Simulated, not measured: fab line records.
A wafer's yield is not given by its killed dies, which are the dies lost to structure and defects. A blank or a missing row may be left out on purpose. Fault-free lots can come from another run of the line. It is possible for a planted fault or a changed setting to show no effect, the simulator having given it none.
Comparing a struck lot with a sound one -- flow sky130 -- 15 steps out of a route of 708
Sound: these wafers, L910.2, L910.3, L910.6. Struck: wafers L922.2, L922.4, L922.5. The cause comes at the end.
At each step with rows: each side's tool, then ch and its chambers, then its first start. Under that, the readings that differ: sound wafers -- struck wafers -- difference of the means -- sigmas: that difference in standard deviations of wafers without a fault.
alike: readings whose means differ by less than 2 such deviations, and words and numbers that are the same on both sides. not compared: withheld readings, readings that some wafer has no value for, bounds like >300 that may hide the same value, and numbers for which the record gives no deviation and whose values overlap.
The two part at a step that has a row with sigmas, a row that says differs or no value, or rows on one side only. Numbers that have no deviation but don't overlap get no sigmas and don't part them. A reading missing from all wafers of one side parts the sides only when that side holds two or more wafers.

first, 2 steps without rows for these wafers: SKY_VT_ADJUST_LVTN_PEB_05; SKY_VT_ADJUST_LVTN_DEVELOP_06 (develop time 60 s).
SKY_VT_ADJUST_LVTN_OVL_MEAS_07:
  sound: overlay-02 at day 8 05:39; struck: overlay-01 at day 11 13:07
  alike: VT_ADJUST_LVTN_OVL
after that, 1 step had no rows for these wafers: SKY_VT_ADJUST_LVTN_IMPLANT_08.
SKY_VT_ADJUST_LVTN_STRIP_09: strips in O2/N2.
  sound on plasma asher-01 ch 0,1, day 8 05:50; struck on plasma asher-02 ch 0,1, day 11 13:18
  alike: drypump motor current A, oes product au, strip time to endpoint s
  not compared: rf hours counter h
SKY_VT_ADJUST_LVTN_TW_MEAS_10:
  sound: film metro-03 at day 8 05:56; struck: film metro-03 at day 11 13:25
  alike: VT_ADJUST_LVTN_TW
then, 6 steps without rows for these wafers: SKY_VT_ADJUST_LVTN_DEHYDRATE_11 (time 60 s); SKY_VT_ADJUST_LVTN_HMDS_12 (prime time 60 s); SKY_VT_ADJUST_LVTN_COAT_13 (resist thk 1140 nm); SKY_VT_ADJUST_LVTN_SOFTBAKE_14 (time 60 s); SKY_VT_ADJUST_LVTN_EXPOSE_15 (exposes mask HVN STD DERIVED, target cd 600 nm); SKY_VT_ADJUST_LVTN_PEB_16.
SKY_VT_ADJUST_LVTN_DEVELOP_17: develop time 62.06 s.
  sound on litho track-02 ch 0, day 9 01:32; struck on litho track-03 ch 0, day 12 13:25
reading,sound,struck,difference,sigmas
developer temp C (C),23.01 22.95 22.99,25.44 25.48 25.54,+2.50,+27
model.VT_ADJUST_LVTN.cd nm (nm),602.2 601.5 601.2,592.8 594.9 595.3,-7.3,
SKY_VT_ADJUST_LVTN_OVL_MEAS_18:
  sound: overlay-02 at day 9 01:40; struck: overlay-02 at day 12 13:33
  alike: VT_ADJUST_LVTN_01_OVL
after that, 1 step had no rows for these wafers: SKY_PAD_OPEN_PROBE_99.

== WHERE THEY PART ==
Only at SKY_VT_ADJUST_LVTN_DEVELOP_17, within this record. Later steps at which nothing parts them and some readings are alike: SKY_VT_ADJUST_LVTN_OVL_MEAS_18.

WHY: what the simulator had put in
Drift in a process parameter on litho track-03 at SKY_VT_ADJUST_LVTN_DEVELOP_17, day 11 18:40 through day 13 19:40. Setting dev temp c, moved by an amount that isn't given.
